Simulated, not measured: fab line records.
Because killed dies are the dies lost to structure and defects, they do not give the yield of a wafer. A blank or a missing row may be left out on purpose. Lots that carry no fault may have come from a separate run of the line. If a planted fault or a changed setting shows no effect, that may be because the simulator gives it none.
8D (eight disciplines) problem report, filled in by code / flow gf180mcu / the parts of the form that need people (team, actions taken, sign-off) are left out
Where a reading is given only as a bound, like >300, the bound stands for it, and a mean or a difference that rests on one is marked > or <: the true number lies beyond.

1. THE ISSUE
Wafers free of any fault read 0.326 ohm/sq (standard deviation 0.0042) for V3_W_RS at GF_V3_RS_MEAS_24, against a mean of 44.572 ohm/sq on 6 wafers of 2 lots. So: +99 or more standard deviations from the usual mean.
The step: measures by four-point-probe.
First observed at day 26 01:28: wafer L908.3, on film metro-02. Wafers with a number at this step in the record: 42, from 14 lots. The rule behind "out" and "out of limits": a value lying over 4 standard deviations away from the usual mean. The other wafers with a number count as sound.

2. WHAT IT IS, AND WHAT IT ISN'T
question=which readings at this step | is=V3_W_RS | is not=-
question=which lots | is=L908, L909 | is not=L898, L900, L901, L902, L903, L904, L905, L906, L907, L918, L919, L921
question=which wafers of those lots | is=all that have a number | is not=-
question=read on which gauges | is=film metro-01, film metro-02 | is not=film metro-03
question=when | is=from day 26 01:28 | is not=up to then (27 sound wafers); but 9 sound wafers of L918, L919, L921 came after

3. SUSPECTS, AND WHAT RULES EACH OUT
Counting: a tool at a process step up to the reading stays a suspect if it ran every lot that is out and no sound lot after the first of them.
- the gauge at GF_V3_RS_MEAS_24: ruled out. The wafers that are out were read on 2 gauges (film metro-01, film metro-02).
- cvd w-01 at GF_V3_CVD_23 (deposits W, target thk 350 nm, time 104.9 s): ruled out as a lasting fault. After its first lot that is out, L908 (day 26 01:21), sound lots L918 ran on it.
Left after counting: nothing in the record.

4. THE CAUSE (what the simulator had put in)
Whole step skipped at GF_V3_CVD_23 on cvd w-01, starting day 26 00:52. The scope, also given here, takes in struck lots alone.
It was ruled out by counting, in error; the rule expects a fault to strike all lots run on its tool from its start on, and this fault did not.

5. THE EFFECT CHAIN, in route order
Each row: a reading where the mean over the struck wafers with a number is more than 3 standard deviations away from the usual. Only readings whose record carries a usual standard deviation are examined. hours: median over the lots of the time between each lot's start at the first step of this table that gives one and its start at this step. sigmas: the change, counted in usual standard deviations.
hours=0; step=GF_V3_RS_MEAS_24; reading=V3_W_RS; usual=0.326 ohm/sq; on struck wafers=44.572; change=+44.246; sigmas=+99 or more
hours=0; step=GF_V3_THK_MEAS_25; reading=V3_W_THK; usual=379 nm; on struck wafers=<0; change=<-379; sigmas=<-58
hours=0; step=GF_V3_CMP_26; reading=time to endpoint s; usual=86 s; on struck wafers=5; change=-81; sigmas=-21
Its process steps:
- GF_V3_CMP_26: polishes, stops on SiO2, t overpolish 15 s, target thk 0 nm.
Readings that are blank on the struck wafers while sound wafers have them: chamber pressure Torr at GF_V3_CVD_23; heater power outer w at GF_V3_CVD_23; heater power w at GF_V3_CVD_23; susceptor temp C at GF_V3_CVD_23.

6. HOW IT WOULD HAVE BEEN CAUGHT EARLIER
In this record the first reading out of limits at a measuring or inspecting step was taken at day 26 01:28, 1 hour after the fault began at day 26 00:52.
At GF_V3_CVD_23 the tool's readings are blank on the struck wafers, where sound wafers have them: an empty tool record is the first sign, and it was there at once.
